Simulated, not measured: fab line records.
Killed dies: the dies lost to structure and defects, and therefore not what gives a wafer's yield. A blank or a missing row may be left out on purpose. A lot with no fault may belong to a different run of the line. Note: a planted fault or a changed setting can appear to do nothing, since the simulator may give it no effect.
Which tool was responsible? ; flow sky130 ; 15 lots, 45 wafers sampled, at 2 steps of a route of 708

## WHAT EACH GAUGE READ, for each wafer
SKY_LDD_HVP_TW_MEAS_10.
lot;measured;on;LDD_HVP_TW
L753;day 21 15:29;film_metro-02;453 452 453
L755;day 22 04:07;film_metro-02;452 450 450
L756;day 22 17:42;film_metro-02;452 452 450
L757;day 23 00:11;film_metro-02;447 450 450
L758;day 23 19:19;film_metro-02;450 449 451
L760;day 24 15:29;film_metro-02;447 449 448
L759;day 24 17:54;film_metro-04;453 457 458
L761;day 25 03:13;film_metro-01;463 464 460
L762;day 25 11:01;film_metro-01;461 461 461
L763;day 25 12:15;film_metro-02;455 453 454
L764;day 25 18:53;film_metro-04;456 459 459
L766;day 26 10:31;film_metro-04;453 454 454
L770;day 28 07:03;film_metro-04;760 761 762
L772;day 28 13:45;film_metro-01;772 775 773
L771;day 28 16:43;film_metro-02;764 761 767

## TOOL THAT RAN EACH LOT (tool first, then ch and the chambers of the sampled wafers, then the start)
lot;SKY_LDD_HVP_IMPLANT_08
L753;implanter-01 ch 0, day 21 15:17
L755;implanter-04 ch 0, day 22 03:52
L756;implanter-04 ch 0, day 22 17:27
L757;implanter-02 ch 0, day 22 23:56
L758;implanter-01 ch 0, day 23 19:04
L760;implanter-04 ch 0, day 24 15:17
L759;implanter-04 ch 0, day 24 17:30
L761;implanter-01 ch 0, day 25 02:59
L762;implanter-01 ch 0, day 25 10:48
L763;implanter-02 ch 0, day 25 12:00
L764;implanter-04 ch 0, day 25 18:38
L766;implanter-04 ch 0, day 26 10:17
L770;implanter-04 ch 0, day 28 06:48
L772;implanter-04 ch 0, day 28 13:30
L771;implanter-04 ch 0, day 28 16:30
- SKY_LDD_HVP_IMPLANT_08

## AS READ BY THE TOOLS THEMSELVES (means over the sampled wafers that have a number; for cases with no such wafer, the mark the record gives instead)
SKY_LDD_HVP_IMPLANT_08.
lot;tool;dose_ions_cm2;faraday_current_uA
L753;implanter-01;1.7e+13;94.6
L755;implanter-04;1.7e+13;94.5
L756;implanter-04;1.7e+13;94.3
L757;implanter-02;1.7e+13;94.9
L758;implanter-01;1.7e+13;95.0
L760;implanter-04;1.7e+13;94.4
L759;implanter-04;1.7e+13;96.3
L761;implanter-01;1.7e+13;95.7
L762;implanter-01;1.7e+13;96.8
L763;implanter-02;1.7e+13;95.6
L764;implanter-04;1.7e+13;98.1
L766;implanter-04;1.7e+13;95.2
L770;implanter-04;9.0e+13;508.4
L772;implanter-04;9.0e+13;503.7
L771;implanter-04;9.0e+13;493.7

## THE ANSWER, worked out from the rows above alone
Rule: the lots themselves supply what counts as usual. Put in order of their means at a reading, lots are off if they are a third of the lots or fewer, leave a main group of 4 or more, and stand apart from it by a gap of 3 or more times the standard deviation of the main group's means; of several such gaps the widest counts. The tables above print the reading to a certain number of digits; a main group whose means all agree to those digits is not used. A lot without any number at a reading at which 4 lots or more have one is off too. Where the step has rows for the other lots, those lots are counted as sound. After the gauges, taken in route order, come the tools' own readings; for these a lot's mean is taken, as printed above. The first step at which some lot is off is used, and at that step the reading that is off furthest; a lot without a number counts as furthest.
Off: at SKY_LDD_HVP_TW_MEAS_10 (LDD_HVP_TW), L770, L772, L771. Mean 454 and standard deviation 4.4 in the main group.
A tool fits if, at a process step before that reading, it ran every lot that is off, and no sound lot after the first of them. The gauges at SKY_LDD_HVP_TW_MEAS_10 aren't tried: what is off there is off at SKY_LDD_HVP_IMPLANT_08 too, on other tools, and a gauge's error can't cause that. One candidate fits, namely implanter-04 at SKY_LDD_HVP_IMPLANT_08. Its last sound lot is L766 (day 26 10:17), its first lot that is off L770 (day 28 06:48): a fault that began between those two fits.
The tool's own readings at SKY_LDD_HVP_IMPLANT_08 bear it out: on the lots that are off they differ by more than 5 times the standard deviation of the sound lots' means. dose_ions_cm2 reads 9.0e+13 there against 1.7e+13 on the sound lots; faraday_current_uA reads 501.9 there against 95.5 on the sound lots.

## WHAT THE SIMULATOR PUT IN
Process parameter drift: implanter-04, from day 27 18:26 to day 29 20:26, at SKY_LDD_HVP_IMPLANT_08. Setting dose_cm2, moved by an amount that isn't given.
Shown lots that were struck: L770, L772, L771. The same result came from the rule above.
